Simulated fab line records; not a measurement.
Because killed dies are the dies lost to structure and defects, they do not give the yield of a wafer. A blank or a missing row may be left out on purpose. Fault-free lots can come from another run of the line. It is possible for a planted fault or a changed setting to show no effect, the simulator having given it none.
Chamber matching -- flow sfq_line -- rie_diel-02 running SFQ_TRILAYER_I2_VIA_BARC_OPEN_VIA_ETCH_096: 4 sister chambers
The step etches BARC in O2, target depth 125 nm, time 41.7 s. 16 wafers are shown with their chamber, then 8 later ones without.

== WAFERS, EACH WITH ITS CHAMBER ==
wafer,chamber,drypump_motor_current_A (A),oes_product_au (a.u.)
L245.1,1,5.4,0.687
L245.2,0,5.8,0.692
L245.5,1,5.5,0.685
L247.3,0,5.8,0.680
L247.4,2,6.0,0.684
L247.6,1,5.5,0.684
L251.1,1,5.4,0.681
L251.3,2,6.0,0.688
L251.6,2,6.0,0.679
L252.3,2,6.0,0.681
L252.4,1,5.5,0.681
L252.6,2,6.0,0.683
L255.1,2,6.0,0.688
L255.3,3,5.6,0.684
L255.4,1,5.4,0.677
L257.1,2,6.0,0.692

SIGNATURES, as means of the wafers listed above
reading,chamber 0,chamber 1,chamber 2,chamber 3,scatter within a chamber
drypump_motor_current_A,5.800,5.450,6.000,5.600,0.0354
oes_product_au,0.68600,0.68250,0.68500,0.68400,0.00465
Rule: for a wafer and a chamber, the distance is found by dividing, reading by reading, the gap between the wafer's reading and the chamber's mean by the reading's scatter, squaring, summing and taking the root. If the next closest chamber is less than 2 further off than the closest, the wafer can't be placed; otherwise it belongs to the closest. The scatter is the square root of a quotient: the sum, over the shown wafers, of each reading's squared deviation from its chamber's mean, divided by wafers minus chambers.

== WAFERS MISSING THEIR CHAMBER ==
wafer,drypump_motor_current_A (A),oes_product_au (a.u.)
L257.3,5.8,0.685
L257.5,5.8,0.684
L261.3,5.6,0.689
L261.4,6.0,0.688
L261.6,5.5,0.676
L265.1,5.8,0.683
L265.2,5.6,0.686
L265.3,5.5,0.682

== EACH ONE'S CHAMBER ==
wafer,from the rows above,in truth
L257.3,0,0
L257.5,0,0
L261.3,3,3
L261.4,2,2
L261.6,can't be placed: 1 or 3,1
L265.1,0,0
L265.2,3,3
L265.3,can't be placed: 1 or 3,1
Correctly placed: 6 of 8. These rows do not allow placing 2 (true chamber among the candidates in 2). Number placed wrongly: 0.
